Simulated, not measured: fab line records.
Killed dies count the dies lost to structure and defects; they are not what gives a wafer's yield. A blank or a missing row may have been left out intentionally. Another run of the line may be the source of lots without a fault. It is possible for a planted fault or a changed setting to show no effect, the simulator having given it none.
Chamber matching + flow gf180mcu + GF_V5_CMP_04 on cmp-01 has 4 sister chambers
The step polishes SiO2. 14 wafers are shown with their chamber, then 7 later ones without.

## WAFERS PAIRED WITH THEIR CHAMBERS
| wafer  | chamber | motor_current_A (A) | edge_zone_pressure_frac |
|--------|---------|---------------------|-------------------------|
| L586.3 | 2       | 12.8                | 0.998                   |
| L586.4 | 1       | 11.4                | 1.000                   |
| L586.6 | 0       | 12.3                | 1.006                   |
| L587.1 | 3       | 11.3                | 0.993                   |
| L587.5 | 1       | 10.1                | 1.000                   |
| L587.6 | 0       | 11.9                | 1.000                   |
| L588.1 | 3       | 11.7                | 1.000                   |
| L588.3 | 0       | 12.4                | 1.003                   |
| L588.4 | 1       | 10.6                | 0.999                   |
| L591.1 | 1       | 11.0                | 1.000                   |
| L591.4 | 2       | 12.8                | 1.011                   |
| L591.5 | 0       | 11.6                | 0.993                   |
| L594.2 | 0       | 12.7                | 1.006                   |
| L594.3 | 2       | 12.0                | 0.998                   |

SIGNATURES, as means of the wafers listed above
| reading                 | chamber 0 | chamber 1 | chamber 2 | chamber 3 | scatter within a chamber |
|-------------------------|-----------|-----------|-----------|-----------|--------------------------|
| motor_current_A         | 12.180    | 10.775    | 12.533    | 11.500    | 0.467                    |
| edge_zone_pressure_frac | 1.00160   | 0.99975   | 1.00233   | 0.99650   | 0.00505                  |
Rule: a wafer's distance from a chamber is the root of the sum, over the readings, of the square of ((its reading less the chamber's mean) divided by the reading's scatter). If the next closest chamber is less than 2 further off than the closest, the wafer can't be placed; otherwise it belongs to the closest. The scatter: take each reading less its chamber's mean, square it, sum over the shown wafers, divide by the number of wafers less the number of chambers, and take the root.

## WAFERS WITHOUT THEIR CHAMBER
| wafer  | motor_current_A (A) | edge_zone_pressure_frac |
|--------|---------------------|-------------------------|
| L594.6 | 12.1                | 1.001                   |
| L596.1 | 10.9                | 0.993                   |
| L596.3 | 12.1                | 0.995                   |
| L596.6 | 11.8                | 1.002                   |
| L598.1 | 11.4                | 1.004                   |
| L598.2 | 11.3                | 1.008                   |
| L598.6 | 12.3                | 0.992                   |

## CHAMBER TAKEN BY EACH
| wafer  | from the rows above               | in truth |
|--------|-----------------------------------|----------|
| L594.6 | can't be placed: 0 or 2 or 3      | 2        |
| L596.1 | can't be placed: 1 or 3 or 0      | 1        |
| L596.3 | can't be placed: 0 or 3 or 2 or 1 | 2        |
| L596.6 | can't be placed: 0 or 3 or 2 or 1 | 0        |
| L598.1 | can't be placed: 3 or 1 or 0 or 2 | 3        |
| L598.2 | can't be placed: 1 or 0 or 3 or 2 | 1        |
| L598.6 | can't be placed: 0 or 3 or 2 or 1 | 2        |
Correct placement for 0 of the 7. Can't be placed from these rows: 7 (the true chamber is among the candidates in 7). Number placed wrongly: 0.
